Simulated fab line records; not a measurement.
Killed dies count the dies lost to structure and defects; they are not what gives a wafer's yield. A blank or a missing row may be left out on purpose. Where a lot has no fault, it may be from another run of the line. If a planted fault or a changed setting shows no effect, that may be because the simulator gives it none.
fab line records	flow sky130
record lots=12	wafers=36	lastDay=50
route steps=708 shown CONTACT@421 METAL1@434 CAPM@545 PAD_OPEN@708
lots with no fault: from the same line, run without faults
startH: start of the lot's first displayed wafer, in hours after the record's first day	waitH: hours elapsed since this lot's preceding step	" same as the row above	L1.1+2: a single row standing in for several wafers	- either no value or no given start	* or withheld: withheld	< > ~ a bound
route shown NAME@n: NAME is a module with steps in the file, n the number in the route of the first one	usual: average and standard deviation across the fault-free wafers	same: alike in all rows	chamber/n: place in a boat	sites: the reading at each site	_std_site: the values' standard deviation	_edge_site: mean of outer sites minus mean of inner sites	radiusMm: for every site, how far away it sits from the centre of the wafer	mask NAME#n: copy n	behind: the last tool/chamber to shape the wafer	hold: why the lot went on hold/how many hours it stayed there/how the hold came to an end	device: the n, p or np transistor that did not switch	end of line: tests run on the same wafers once the route is complete	a step given without rows: its recipe and nothing more	killed: not the wafer's yield, but the dies lost to structure and defects at the first sort	map: the dies of a wafer, with x for killed, . for not killed, _ for no die there
set.NAME: the setting the step ran with; set.NAME@STEP: the setting that earlier step ran with	model.NAME: the simulator's own value behind a step, which no gauge read
a sample of lots followed through the steps of the route, with each step as a table and each wafer as a row
services: a tool's chamber out of use, with start hour (startH, from the record's first day; less than 0 if before it), hours out, and reason
## steps
# step SKY_CONTACT_OVL_MEAS_15
# usual CONTACT_OVL=3/6.5
lot.wafer	tool	chamber	startH	waitH	CONTACT_OVL[nm]
L808.2	overlay-01	-	763.13	0.1	13
L808.3	"	-	"	"	13
L808.4	"	-	"	"	18
L809.1	overlay-02	-	767.46	0.1	-5
L809.2	"	-	"	"	-5
L809.3	"	-	"	"	-6
L810.1	overlay-01	-	767.81	0.1	-3
L810.3	"	-	"	"	-9
L810.5	"	-	"	"	-5
L812.1	overlay-02	-	775.75	0.1	9
L812.2	"	-	"	"	11
L812.6	"	-	"	"	2
L811.2	overlay-02	-	776.02	0.1	13
L811.3	"	-	"	"	19
L811.5	"	-	"	"	22
L814.3	overlay-01	-	784.33	0.1	10
L814.4	"	-	"	"	3
L814.5	"	-	"	"	6
L820.1	overlay-02	-	826.31	0.1	5
L820.3	"	-	"	"	3
L820.6	"	-	"	"	-6
L825.1	overlay-01	-	862.76	0.1	-3
L825.2	"	-	"	"	-4
L825.3	"	-	"	"	1
L827.1	overlay-02	-	878.71	0.1	-3
L827.2	"	-	"	"	-3
L827.5	"	-	"	"	0
L829.1	overlay-02	-	912.67	0.1	-9
L829.4	"	-	"	"	-4
L829.6	"	-	"	"	-4
L830.2	overlay-02	-	913.03	0.1	8
L830.4	"	-	"	"	3
L830.6	"	-	"	"	5
L831.2	overlay-01	-	915.66	0.1	14
L831.4	"	-	"	"	12
L831.5	"	-	"	"	2
# step SKY_METAL1_SPUTTER_00
# recipe material=Ti	targetThkNm=15	powerW=3000	timeS=10	chamberPressurePa=0.4
# usual throttleValvePct=30.1/1.3
# same timeS=10
lot.wafer	tool	chamber	startH	waitH	throttleValvePct
L808.2	pvdSputter-03	-	764.53	0.2	28.5
L808.3	"	-	"	"	29.3
L808.4	"	-	"	"	29.4
L809.1	pvdSputter-02	-	768.91	0.1	31.6
L809.2	"	-	"	"	30.4
L809.3	"	-	"	"	27.7
L810.1	pvdSputter-03	-	769.23	0.1	28.5
L810.3	"	-	"	"	29.5
L810.5	"	-	"	"	29.4
L812.1	pvdSputter-04	-	777.17	0.2	30.5
L812.2	"	-	"	"	32.0
L812.6	"	-	"	"	32.1
L811.2	pvdSputter-02	-	777.42	0.1	27.9
L811.3	"	-	"	"	30.0
L811.5	"	-	"	"	29.9
L814.3	pvdSputter-03	-	785.99	0.1	29.4
L814.4	"	-	"	"	28.4
L814.5	"	-	"	"	31.2
L820.1	pvdSputter-02	-	827.72	0.2	31.7
L820.3	"	-	"	"	29.9
L820.6	"	-	"	"	29.9
L825.1	pvdSputter-02	-	867.02	0.2	30.4
L825.2	"	-	"	"	30.5
L825.3	"	-	"	"	31.6
L827.1	pvdSputter-02	-	880.29	0.2	29.8
L827.2	"	-	"	"	31.4
L827.5	"	-	"	"	30.2
L829.1	pvdSputter-04	-	914.15	0.1	32.1
L829.4	"	-	"	"	31.1
L829.6	"	-	"	"	32.1
L830.2	pvdSputter-02	-	914.53	0.2	27.9
L830.4	"	-	"	"	31.3
L830.6	"	-	"	"	30.4
L831.2	pvdSputter-04	-	917.11	0.1	30.7
L831.4	"	-	"	"	28.3
L831.5	"	-	"	"	30.4
# step SKY_METAL1_STRIP_20
# recipe chemistry=O2/N2	powerW=1400	pressureMtorr=1500	platenTempC=withheld	o2FlowSccm=3000	n2FlowSccm=300	overashFraction=0.5
# usual chamberPressureMTorr=1499.9/1.5	drypumpMotorCurrentA=5.57/0.19	oesProductAu=0.344/0.0048	stripTimeToEndpointS=2.71/0.042
# same overashFraction=0.5
lot.wafer	tool	chamber	startH	waitH	chamberPressureMTorr	drypumpMotorCurrentA	oesProductAu	rfHoursCounterH	stripTimeToEndpointS
L808.2	plasmaAsher-02	1	791.06	0.1	1499.4	5.38	0.345	34	2.77
L808.3	"	1	"	"	1501.0	5.38	0.353	-	2.74
L808.4	"	0	"	"	1499.2	5.46	0.347	-	2.74
L809.1	plasmaAsher-03	0	795.95	0.1	1501.0	5.48	0.342	5	2.73
L809.2	"	1	"	"	1499.0	5.45	0.346	5	2.78
L809.3	"	0	"	"	1499.4	5.48	0.340	-	2.78
L810.1	plasmaAsher-02	0	796.30	0.1	1503.3	5.48	0.340	35	2.69
L810.3	"	1	"	"	1499.6	5.40	0.343	-	2.69
L810.5	"	0	"	"	1501.0	5.46	0.342	-	2.67
L812.1	plasmaAsher-04	0	803.83	0.1	1501.8	5.57	0.341	100	2.70
L812.2	"	1	"	"	1498.0	5.92	0.351	100	2.76
L812.6	"	0	"	"	1498.6	5.59	0.344	-	2.68
L811.2	plasmaAsher-02	1	805.38	0.1	1497.5	5.37	0.347	36	2.71
L811.3	"	1	"	"	1499.9	5.38	0.347	-	2.68
L811.5	"	1	"	"	1502.0	5.41	0.353	-	2.71
L814.3	plasmaAsher-02	1	812.43	0.1	1500.1	5.39	0.345	-	2.67
L814.4	"	0	"	"	1500.1	5.47	0.350	-	2.68
L814.5	"	1	"	"	1500.2	5.39	0.340	-	2.65
L820.1	plasmaAsher-03	1	854.25	0.1	1500.6	5.44	0.335	11	2.66
L820.3	"	1	"	"	1497.8	5.44	0.343	-	2.64
L820.6	"	0	"	"	1501.4	5.50	0.331	-	2.66
L825.1	plasmaAsher-04	1	892.13	0.1	1498.2	5.92	0.347	109	2.74
L825.2	"	0	"	"	1499.9	5.56	0.347	109	2.74
L825.3	"	0	"	"	1499.7	5.58	0.352	-	2.72
L827.1	plasmaAsher-04	0	905.70	0.1	1499.9	5.57	0.348	110	2.70
L827.2	"	1	"	"	1501.2	5.95	0.340	110	2.67
L827.5	"	1	"	"	1500.5	5.96	0.345	-	2.66
L829.1	plasmaAsher-04	0	939.73	0.1	1498.1	5.59	0.346	114	2.74
L829.4	"	1	"	"	1499.2	5.92	0.351	-	2.71
L829.6	"	0	"	"	1500.3	5.59	0.337	-	2.73
L830.2	plasmaAsher-02	0	939.93	0.1	1497.4	5.47	0.340	49	2.66
L830.4	"	1	"	"	1497.4	5.40	0.346	-	2.68
L830.6	"	0	"	"	1501.5	5.47	0.337	-	2.68
L831.2	plasmaAsher-02	1	941.70	0.1	1501.4	5.38	0.342	50	2.64
L831.4	"	1	"	"	1500.5	5.38	0.336	-	2.62
L831.5	"	0	"	"	1499.0	5.48	0.347	-	2.72
# step SKY_CAPM_SOFTBAKE_08
# recipe tempC=90	timeS=60	resist=NOVOLAK
# usual heaterPowerTotalW=56.59/0.042	plateTempC=89.97/0.12
# same timeS=60
lot.wafer	tool	chamber	startH	waitH	heaterPowerTotalW	plateTempC
L808.2	lithoTrack-01	0	888.26	0.1	56.67	89.91
L808.3	"	0	"	"	56.54	90.11
L808.4	"	0	"	"	56.57	90.04
L809.1	lithoTrack-02	0	891.91	0.1	56.57	89.88
L809.2	"	0	"	"	56.62	89.90
L809.3	"	0	"	"	56.55	89.88
L810.1	lithoTrack-02	0	893.16	0.1	56.57	90.03
L810.3	"	0	"	"	56.64	89.90
L810.5	"	0	"	"	56.58	90.14
L812.1	lithoTrack-03	0	900.95	0.1	56.55	90.01
L812.2	"	0	"	"	56.62	90.07
L812.6	"	0	"	"	56.58	89.97
L811.2	lithoTrack-03	0	901.58	0.1	56.55	90.14
L811.3	"	0	"	"	56.61	89.92
L811.5	"	0	"	"	56.53	89.91
L814.3	lithoTrack-03	0	909.95	0.1	56.63	89.97
L814.4	"	0	"	"	56.49	89.70
L814.5	"	0	"	"	56.53	89.89
L820.1	lithoTrack-03	0	947.40	0.1	56.55	89.95
L820.3	"	0	"	"	56.61	90.04
L820.6	"	0	"	"	56.53	90.00
L825.1	lithoTrack-03	0	983.10	0.1	54.54	87.58
L825.2	"	0	"	"	54.44	87.61
L825.3	"	0	"	"	54.42	87.57
L827.1	lithoTrack-03	0	996.05	0.1	54.56	87.67
L827.2	"	0	"	"	54.59	87.77
L827.5	"	0	"	"	54.56	87.65
L829.1	lithoTrack-01	0	1028.04	0.1	56.66	89.98
L829.4	"	0	"	"	56.58	89.84
L829.6	"	0	"	"	56.61	90.04
L830.2	lithoTrack-01	0	1029.01	0.1	56.63	90.08
L830.4	"	0	"	"	56.57	90.05
L830.6	"	0	"	"	56.58	90.09
L831.2	lithoTrack-02	0	1030.73	0.1	56.58	90.01
L831.4	"	0	"	"	56.61	90.02
L831.5	"	0	"	"	56.50	89.98
# step SKY_PAD_OPEN_PROBE_99
# usual defectLimitedYield=82.5/1.8	killed_at_M0_to_M3=44/7.1	killed_at_M4_up=3.0/1.9	killedAtContacts=25/5.6	killedAtFrontEnd=14/4.1	killedAtOther=0.2/0.44	killedDies=86/9.1	killedOpen=47/7.4	killedShort=39/5.7	sort_bin_3_pad_short=0.9/0.37	sort_bin_5_function=10.3/1.6	sort_bin_6_memory=6.3/1.1	sortNPass=406/9.1	sortYieldPct=82.5/1.8
# same grossDies=492	killedAtBackSide=0	sort_bin_4_leakage[%]=0	sort_bin_8_speed[%]=0
lot.wafer	tool	chamber	startH	waitH	defectLimitedYield[%]	killed_at_M0_to_M3	killed_at_M4_up	killedAtContacts	killedAtFrontEnd	killedAtOther	killedDies	killedOpen	killedShort	sort_bin_3_pad_short[%]	sort_bin_5_function[%]	sort_bin_6_memory[%]	sortNPass	sortYieldPct[%]
L808.2	prober-02	-	1091.77	0.1	83.3	41	1	28	12	0	82	44	38	0.8	10.4	5.5	410	83.3
L808.3	prober-02	-	1091.82	0.2	81.5	39	1	38	13	0	91	52	39	0.4	11.2	6.9	401	81.5
L808.4	prober-02	-	1091.87	0.2	83.5	33	6	23	19	0	81	41	38	0.8	9.6	6.1	411	83.5
L809.1	prober-02	-	1095.57	0.1	81.7	30	2	42	15	1	90	59	31	0.6	12.4	5.3	402	81.7
L809.2	prober-02	-	1095.62	0.1	83.9	34	1	30	14	0	79	40	39	1.4	9.8	4.9	413	83.9
L809.3	prober-02	-	1095.67	0.2	82.5	46	6	23	11	0	86	46	40	0.6	9.6	7.3	406	82.5
L810.1	prober-01	-	1095.57	0.1	80.3	57	5	24	11	0	97	56	41	1.2	10.8	7.7	395	80.3
L810.3	prober-01	-	1095.67	0.2	83.9	45	2	22	10	0	79	39	40	0.6	9.6	5.9	413	83.9
L810.5	prober-01	-	1095.77	0.2	84.3	37	1	27	12	0	77	39	38	0.8	7.3	7.5	415	84.3
L812.1	prober-02	-	1101.99	0.1	83.7	40	4	23	13	0	80	52	28	0.6	9.8	5.9	412	83.7
L812.2	prober-02	-	1102.04	0.1	81.9	37	4	30	18	0	89	53	36	1.0	11.2	5.9	403	81.9
L812.6	prober-02	-	1102.24	0.2	83.9	34	3	24	18	0	79	47	32	0.8	10.2	5.1	413	83.9
L811.2	prober-01	-	1102.39	0.1	83.7	47	0	11	22	0	80	40	40	1.0	11.0	4.3	412	83.7
L811.3	prober-01	-	1102.44	0.2	82.5	42	0	28	16	0	86	44	42	1.4	9.1	6.9	406	82.5
L811.5	prober-01	-	1102.54	0.2	79.7	58	4	21	17	0	100	47	53	1.4	12.2	6.7	392	79.7
L814.3	prober-01	-	1109.05	0.2	83.5	38	1	25	17	0	81	40	41	1.0	8.9	6.5	411	83.5
L814.4	prober-01	-	1109.10	0.2	82.1	54	1	15	18	0	88	51	36	1.4	9.1	7.3	404	82.1
L814.5	prober-01	-	1109.15	0.2	82.3	38	6	21	22	0	87	48	39	1.6	11.0	5.1	405	82.3
L820.1	prober-02	-	1143.20	0.1	82.1	55	5	26	2	0	88	53	35	0.6	8.3	8.9	404	82.1
L820.3	prober-02	-	1143.30	0.2	83.9	50	2	17	9	1	79	45	34	0.4	8.9	6.7	413	83.9
L820.6	prober-02	-	1143.45	0.2	80.7	46	3	30	15	1	95	45	50	1.8	10.6	6.9	397	80.7
L825.1	prober-02	-	1169.27	0.1	80.3	47	4	29	17	0	97	46	51	1.0	12.6	6.1	395	80.3
L825.2	prober-02	-	1169.32	0.1	81.1	56	2	27	7	1	93	50	43	1.2	9.3	8.3	399	81.1
L825.3	prober-02	-	1169.37	0.2	82.7	33	4	35	13	0	85	49	36	1.2	8.9	7.1	407	82.7
L827.1	prober-02	-	1174.60	0.1	81.5	44	2	29	16	0	91	54	37	1.0	10.4	7.1	401	81.5
L827.2	prober-02	-	1174.65	0.1	80.9	44	1	28	21	0	94	59	35	0.4	9.6	9.1	398	80.9
L827.5	prober-02	-	1174.80	0.2	84.6	42	3	16	15	0	76	35	41	0.6	8.7	6.1	416	84.6
L830.2	prober-02	-	1204.37	0.1	82.3	40	2	28	17	0	87	38	49	1.4	10.4	5.9	405	82.3
L830.4	prober-02	-	1204.47	0.2	83.9	32	6	21	20	0	79	33	46	1.2	8.3	6.5	413	83.9
L830.6	prober-02	-	1204.57	0.2	82.3	42	2	28	15	0	87	49	38	1.0	10.0	6.7	405	82.3
L829.1	prober-01	-	1206.06	0.1	79.9	55	2	30	12	0	99	46	53	0.8	11.6	7.7	393	79.9
L829.4	prober-01	-	1206.21	0.2	82.1	42	2	24	20	0	88	49	39	1.0	12.0	4.9	404	82.1
L829.6	prober-01	-	1206.31	0.2	81.5	53	3	22	13	0	91	48	43	1.6	11.4	5.5	401	81.5
L831.2	prober-02	-	1208.25	0.1	81.3	47	2	33	9	1	92	49	43	1.2	12.6	4.9	400	81.3
L831.4	prober-02	-	1208.35	0.2	80.7	49	2	29	15	0	95	61	34	0.4	12.2	6.7	397	80.7
L831.5	prober-02	-	1208.40	0.2	80.1	54	1	19	24	0	98	50	48	1.2	11.6	7.1	394	80.1
# killed by level:class
L808.2 CONTACT:geometricParticle:open=12 VIA1:geometricParticle:open=11 CONTACT:geometricParticle:short=6 VIA3:geometricParticle:open=6 LI_CONTACT:geometricParticle:open=5 METAL1:geometricParticle:short=5 LOCAL_INTERCONNECT:geometricParticle:short=4 VIA1:geometricParticle:short=4
L808.3 CONTACT:geometricParticle:open=18 LI_CONTACT:geometricParticle:open=11 METAL1:geometricParticle:short=8 VIA1:geometricParticle:open=8 VIA2:geometricParticle:short=6 POLY_GATE:geometricParticle:short=5 VIA3:geometricParticle:open=5 METAL2:geometricParticle:short=4
L808.4 LI_CONTACT:geometricParticle:open=7 CONTACT:geometricParticle:open=7 METAL4:geometricParticle:short=6 FIELD_ISO:geometricParticle:short=5 CONTACT:geometricParticle:short=5 VIA1:geometricParticle:open=5 METAL2:geometricParticle:short=5 VIA3:geometricParticle:open=5
L809.1 CONTACT:geometricParticle:open=22 VIA1:geometricParticle:open=10 LI_CONTACT:geometricParticle:open=8 LOCAL_INTERCONNECT:geometricParticle:short=7 METAL2:geometricParticle:short=6 FIELD_ISO:geometricParticle:open=4 POLY_GATE:geometricParticle:short=4 VIA2:geometricParticle:open=4
L810.1 VIA1:geometricParticle:open=16 VIA2:geometricParticle:open=10 LOCAL_INTERCONNECT:geometricParticle:short=8 VIA3:geometricParticle:open=8 LI_CONTACT:geometricParticle:open=7 METAL2:geometricParticle:short=7 METAL1:geometricParticle:short=5 CONTACT:geometricParticle:open=5
L809.2 LOCAL_INTERCONNECT:geometricParticle:short=10 CONTACT:geometricParticle:open=9 LI_CONTACT:geometricParticle:open=6 METAL2:geometricParticle:short=6 POLY_GATE:geometricParticle:short=5 VIA2:geometricParticle:open=5 VIA1:geometricParticle:open=4 VIA1:geometricParticle:short=4
L809.3 LI_CONTACT:geometricParticle:open=10 VIA1:geometricParticle:open=9 CONTACT:geometricParticle:open=6 VIA1:geometricParticle:short=6 VIA3:geometricParticle:open=6 METAL1:geometricParticle:short=5 METAL2:geometricParticle:short=5 METAL3:geometricParticle:short=5
L810.3 VIA1:geometricParticle:short=12 CONTACT:geometricParticle:open=10 VIA1:geometricParticle:open=8 VIA2:geometricParticle:open=7 VIA3:geometricParticle:open=6 LOCAL_INTERCONNECT:geometricParticle:short=5 METAL1:geometricParticle:short=5 POLY_GATE:geometricParticle:short=3
L810.5 CONTACT:geometricParticle:open=11 CONTACT:geometricParticle:short=7 VIA1:geometricParticle:open=7 VIA1:geometricParticle:short=6 METAL1:geometricParticle:short=5 VIA2:geometricParticle:open=5 VIA3:geometricParticle:open=5 LOCAL_INTERCONNECT:geometricParticle:short=4
L812.1 CONTACT:geometricParticle:open=11 VIA1:geometricParticle:open=9 VIA3:geometricParticle:open=8 VIA2:geometricParticle:open=5 POLY_GATE:geometricParticle:open=4 VIA3:geometricParticle:short=4 LI_CONTACT:geometricParticle:open=4 CONTACT:geometricParticle:short=4
L812.2 CONTACT:geometricParticle:open=9 VIA1:geometricParticle:open=8 CONTACT:geometricParticle:short=8 VIA2:geometricParticle:open=8 FIELD_ISO:geometricParticle:open=7 VIA3:geometricParticle:open=6 LI_CONTACT:geometricParticle:open=5 POLY_GATE:geometricParticle:short=4
L812.6 CONTACT:geometricParticle:open=12 POLY_GATE:geometricParticle:open=7 VIA1:geometricParticle:open=7 VIA3:geometricParticle:open=6 LOCAL_INTERCONNECT:geometricParticle:short=5 LI_CONTACT:geometricParticle:open=5 FIELD_ISO:geometricParticle:open=4 VIA1:geometricParticle:short=4
L811.2 METAL2:geometricParticle:short=9 VIA3:geometricParticle:open=7 VIA1:geometricParticle:short=6 VIA1:geometricParticle:open=6 VIA2:geometricParticle:open=6 POLY_GATE:geometricParticle:short=4 POLY_GATE:geometricParticle:open=4 CONTACT:geometricParticle:open=4
L811.3 VIA1:geometricParticle:open=12 CONTACT:geometricParticle:open=9 FIELD_ISO:geometricParticle:short=8 LI_CONTACT:geometricParticle:open=8 LOCAL_INTERCONNECT:geometricParticle:short=6 METAL1:geometricParticle:short=6 METAL3:geometricParticle:short=5 POLY_GATE:geometricParticle:open=4
L811.5 VIA1:geometricParticle:open=11 VIA2:geometricParticle:open=10 METAL1:geometricParticle:short=9 METAL2:geometricParticle:short=8 POLY_GATE:geometricParticle:short=7 VIA1:geometricParticle:short=7 LI_CONTACT:geometricParticle:short=5 LOCAL_INTERCONNECT:geometricParticle:short=5
L814.3 VIA1:geometricParticle:open=13 CONTACT:geometricParticle:short=7 VIA1:geometricParticle:short=7 LI_CONTACT:geometricParticle:open=6 CONTACT:geometricParticle:open=6 VIA3:geometricParticle:short=6 POLY_GATE:geometricParticle:open=5 METAL2:geometricParticle:short=5
L814.4 VIA1:geometricParticle:open=13 METAL2:geometricParticle:short=8 CONTACT:geometricParticle:open=7 VIA2:geometricParticle:open=7 VIA3:geometricParticle:open=6 FIELD_ISO:geometricParticle:open=5 SPACER:geometricParticle:open=5 VIA3:geometricParticle:short=5
L814.5 VIA1:geometricParticle:open=7 POLY_GATE:geometricParticle:open=6 LI_CONTACT:geometricParticle:open=6 VIA2:geometricParticle:open=6 FIELD_ISO:geometricParticle:open=4 POLY_GATE:geometricParticle:short=4 CONTACT:geometricParticle:open=4 VIA3:geometricParticle:open=4
L820.1 VIA1:geometricParticle:open=18 CONTACT:geometricParticle:open=12 VIA2:geometricParticle:open=10 LI_CONTACT:geometricParticle:short=5 METAL3:geometricParticle:short=5 LI_CONTACT:geometricParticle:open=4 METAL1:geometricParticle:short=4 VIA3:geometricParticle:short=4
L820.3 VIA2:geometricParticle:open=15 CONTACT:geometricParticle:open=7 LI_CONTACT:geometricParticle:open=6 VIA1:geometricParticle:short=6 VIA1:geometricParticle:open=5 METAL1:geometricParticle:short=5 VIA2:geometricParticle:short=5 VIA3:geometricParticle:open=4
L820.6 VIA1:geometricParticle:open=11 LI_CONTACT:geometricParticle:open=9 CONTACT:geometricParticle:short=7 VIA2:geometricParticle:open=7 LOCAL_INTERCONNECT:geometricParticle:short=6 VIA1:geometricParticle:short=5 METAL1:geometricParticle:short=5 METAL3:geometricParticle:short=5
L825.1 CONTACT:geometricParticle:open=13 METAL1:geometricParticle:short=8 VIA1:geometricParticle:short=7 VIA1:geometricParticle:open=7 METAL2:geometricParticle:short=7 LI_CONTACT:geometricParticle:open=6 FIELD_ISO:geometricParticle:open=5 CONTACT:geometricParticle:short=5
L825.2 VIA1:geometricParticle:open=12 VIA2:geometricParticle:open=11 METAL2:geometricParticle:short=9 CONTACT:geometricParticle:open=9 VIA1:geometricParticle:short=8 LOCAL_INTERCONNECT:geometricParticle:short=6 POLY_GATE:geometricParticle:open=5 CONTACT:geometricParticle:short=5
L825.3 CONTACT:geometricParticle:open=16 CONTACT:geometricParticle:short=10 VIA1:geometricParticle:open=8 POLY_GATE:geometricParticle:open=7 VIA2:geometricParticle:open=5 LI_CONTACT:geometricParticle:open=5 METAL2:geometricParticle:short=5 LOCAL_INTERCONNECT:geometricParticle:short=4
L827.1 VIA1:geometricParticle:open=14 CONTACT:geometricParticle:open=10 POLY_GATE:geometricParticle:open=6 VIA1:geometricParticle:short=6 LI_CONTACT:geometricParticle:open=6 CONTACT:geometricParticle:short=5 METAL3:geometricParticle:short=4 LOCAL_INTERCONNECT:geometricParticle:short=4
L827.2 VIA1:geometricParticle:open=10 CONTACT:geometricParticle:open=10 VIA3:geometricParticle:open=9 LI_CONTACT:geometricParticle:open=8 FIELD_ISO:geometricParticle:open=7 POLY_GATE:geometricParticle:open=5 VIA2:geometricParticle:open=5 FIELD_ISO:geometricParticle:short=4
L827.5 VIA1:geometricParticle:open=13 POLY_GATE:geometricParticle:short=6 METAL2:geometricParticle:short=6 LOCAL_INTERCONNECT:geometricParticle:short=6 FIELD_ISO:geometricParticle:short=4 CONTACT:geometricParticle:open=4 VIA2:geometricParticle:open=4 VIA3:geometricParticle:open=4
L830.2 LI_CONTACT:geometricParticle:open=10 METAL1:geometricParticle:short=8 VIA1:geometricParticle:open=7 POLY_GATE:geometricParticle:short=6 VIA1:geometricParticle:short=5 LI_CONTACT:geometricParticle:short=5 CONTACT:geometricParticle:short=5 CONTACT:geometricParticle:open=5
L830.4 CONTACT:geometricParticle:open=8 LI_CONTACT:geometricParticle:open=7 VIA3:geometricParticle:short=6 FIELD_ISO:geometricParticle:short=5 POLY_GATE:geometricParticle:short=5 VIA2:geometricParticle:open=5 METAL1:geometricParticle:short=4 METAL3:geometricParticle:short=4
L830.6 CONTACT:geometricParticle:open=13 VIA2:geometricParticle:open=8 VIA3:geometricParticle:open=7 CONTACT:geometricParticle:short=5 METAL2:geometricParticle:short=5 FIELD_ISO:geometricParticle:open=4 POLY_GATE:geometricParticle:short=4 VIA3:geometricParticle:short=4
L829.1 VIA1:geometricParticle:open=16 METAL1:geometricParticle:short=9 LI_CONTACT:geometricParticle:open=8 CONTACT:geometricParticle:short=8 CONTACT:geometricParticle:open=8 VIA2:geometricParticle:short=8 LI_CONTACT:geometricParticle:short=5 METAL2:geometricParticle:short=5
L829.4 VIA1:geometricParticle:open=10 CONTACT:geometricParticle:open=8 METAL1:geometricParticle:short=7 CONTACT:geometricParticle:short=6 VIA1:geometricParticle:short=6 VIA3:geometricParticle:open=6 POLY_GATE:geometricParticle:short=5 FIELD_ISO:geometricParticle:open=4
L829.6 VIA1:geometricParticle:open=9 CONTACT:geometricParticle:open=8 VIA2:geometricParticle:open=8 CONTACT:geometricParticle:short=7 METAL2:geometricParticle:short=6 VIA3:geometricParticle:open=6 METAL1:geometricParticle:short=5 FIELD_ISO:geometricParticle:open=4
L831.2 VIA1:geometricParticle:open=13 VIA3:geometricParticle:open=9 CONTACT:geometricParticle:short=8 VIA2:geometricParticle:open=8 LI_CONTACT:geometricParticle:short=7 CONTACT:geometricParticle:open=7 LI_CONTACT:geometricParticle:open=6 LOCAL_INTERCONNECT:geometricParticle:short=5
L831.4 VIA1:geometricParticle:open=16 CONTACT:geometricParticle:open=14 FIELD_ISO:geometricParticle:open=7 VIA1:geometricParticle:short=7 CONTACT:geometricParticle:short=6 VIA2:geometricParticle:open=6 METAL2:geometricParticle:short=5 LI_CONTACT:geometricParticle:open=4
L831.5 VIA1:geometricParticle:open=14 CONTACT:geometricParticle:open=10 VIA1:geometricParticle:short=9 METAL2:geometricParticle:short=9 FIELD_ISO:geometricParticle:short=8 FIELD_ISO:geometricParticle:open=7 VIA3:geometricParticle:open=5 VIA2:geometricParticle:open=5
## services
tool	chamber	startH	hours	kind
plasmaAsher-03	0	742.84	-	clean
plasmaAsher-03	1	742.84	-	clean
pvdSputter-04	-	771.44	3.4	repair
pvdSputter-04	-	783.80	4.6	repair
pvdSputter-04	-	814.13	1.9	repair
pvdSputter-03	-	846.57	15.1	repair
pvdSputter-03	-	854.84	0.6	repair
pvdSputter-04	-	880.64	1.4	repair
pvdSputter-03	-	918.33	2.0	repair
plasmaAsher-03	-	931.43	44.1	repair
plasmaAsher-03	-	975.55	10.3	pm
plasmaAsher-03	-	998.23	2.8	pm
plasmaAsher-03	-	1003.42	1.6	repair
pvdSputter-04	-	1019.67	1.4	repair
pvdSputter-04	-	1024.70	1.5	repair
plasmaAsher-02	-	1025.95	2.8	pm
## key
firstSign step=SKY_CAPM_SOFTBAKE_08	reading=heaterPowerTotalW	direction=down	sigmas=50	usual=*	struck=*
effect step=SKY_CAPM_SOFTBAKE_08	reading=plateTempC	direction=down	sigmas=19	usual=*	struck=*
metAt SKY_CAPM_SOFTBAKE_08
struckLots L825,L827
notActingAt SKY_CONTACT_OVL_MEAS_15,SKY_METAL1_SPUTTER_00,SKY_METAL1_STRIP_20
onsetBetween 947.40 983.10
fault kind=processParameterDrift	tool=lithoTrack-03	chamber=-	onsetH=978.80	steps=SKY_CAPM_SOFTBAKE_08	channel=tempC	offset=*	shape=step	endH=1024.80	actsIn=*	stated=*
